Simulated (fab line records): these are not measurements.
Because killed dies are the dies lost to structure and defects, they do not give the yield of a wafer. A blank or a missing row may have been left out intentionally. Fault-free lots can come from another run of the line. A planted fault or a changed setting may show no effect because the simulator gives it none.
Problem report in the 8D (eight disciplines) form, filled by code / flow gf180mcu / the parts of the form that need people (team, actions taken, sign-off) are left out

## 1. PROBLEM STATEMENT
Mean of bias w at GF_M3_METAL_ETCH_16: 177.9 W across 6 wafers in 2 lots; on wafers with no fault it is 140.0 W (standard deviation 0.44). That puts it +86 standard deviations away from the usual mean.
The step: etches the open film in Cl2/BCl3, stops on SiO2, target depth 627.5 nm, time 104.6 s.
First seen on wafer L974.2, day 27 03:47, on rie metal-03. The record has a number at this step for 33 wafers belonging to 11 lots. The rule behind "out" and "out of limits": a value lying over 4 standard deviations away from the usual mean. Any other wafer with a number is counted as sound.

## 2. WHAT THIS IS AND IS NOT
question=which readings at this step; is=bias w; is not=drypump motor current A, oes product au, rf fwd power W
question=which lots; is=L974, L979; is not=L961, L964, L965, L966, L967, L968, L969, L970, L971
question=which wafers of those lots; is=all that have a number; is not=-
question=read on which tools; is=rie metal-03; is not=rie metal-01, rie metal-02
question=when; is=from day 27 03:47; is not=up to then (27 sound wafers)

## 3. THE SUSPECTS, EACH WITH WHAT RULES IT OUT
Counting: a tool at a process step up to the reading stays a suspect if it ran every lot that is out and no sound lot after the first of them.
- rie metal-03 at GF_M3_METAL_ETCH_16 (etches the open film in Cl2/BCl3, stops on SiO2, target depth 627.5 nm, time 104.6 s): kept. All lots that are out passed through it, beginning with L974 at day 27 03:47, and no sound lot followed; its final sound lot before that point was L971 at day 26 03:31. Out on those wafers are its own readings of bias w.
Remaining after the count: rie metal-03 at GF_M3_METAL_ETCH_16.

## 4. THE CAUSE (what the simulator had put in)
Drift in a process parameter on rie metal-03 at GF_M3_METAL_ETCH_16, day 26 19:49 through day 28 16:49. The setting bias w was moved by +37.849, starting from 140. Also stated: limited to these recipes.
Only this tool survived the counting.

## 5. THE CHAIN OF EFFECTS, in route order
Each row: a reading whose mean over the struck wafers that have a number lies more than 3 standard deviations from the usual. Only readings for which the record gives a usual standard deviation are gone through. hours: the time from each lot's start at the first step in this table that gives one to its start at this step, as a median over the lots. sigmas: the change in usual standard deviations.
hours=0; step=GF_M3_METAL_ETCH_16; reading=bias w; usual=140.0 W; on struck wafers=177.9; change=+37.9; sigmas=+86
hours=0; step=GF_M3_STRIP_17; reading=strip time to endpoint s; usual=7.87 s; on struck wafers=7.65; change=-0.22; sigmas=-4.6
It contains these process steps:
- GF_M3_METAL_ETCH_16: etches the open film in Cl2/BCl3, stops on SiO2, target depth 627.5 nm, time 104.6 s.
- GF_M3_STRIP_17: strips in O2/N2.

## 6. HOW IT WOULD HAVE BEEN CAUGHT EARLIER
In this record no reading fell out of limits until day 27 03:47, 8 hours after the fault had begun at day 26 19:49.
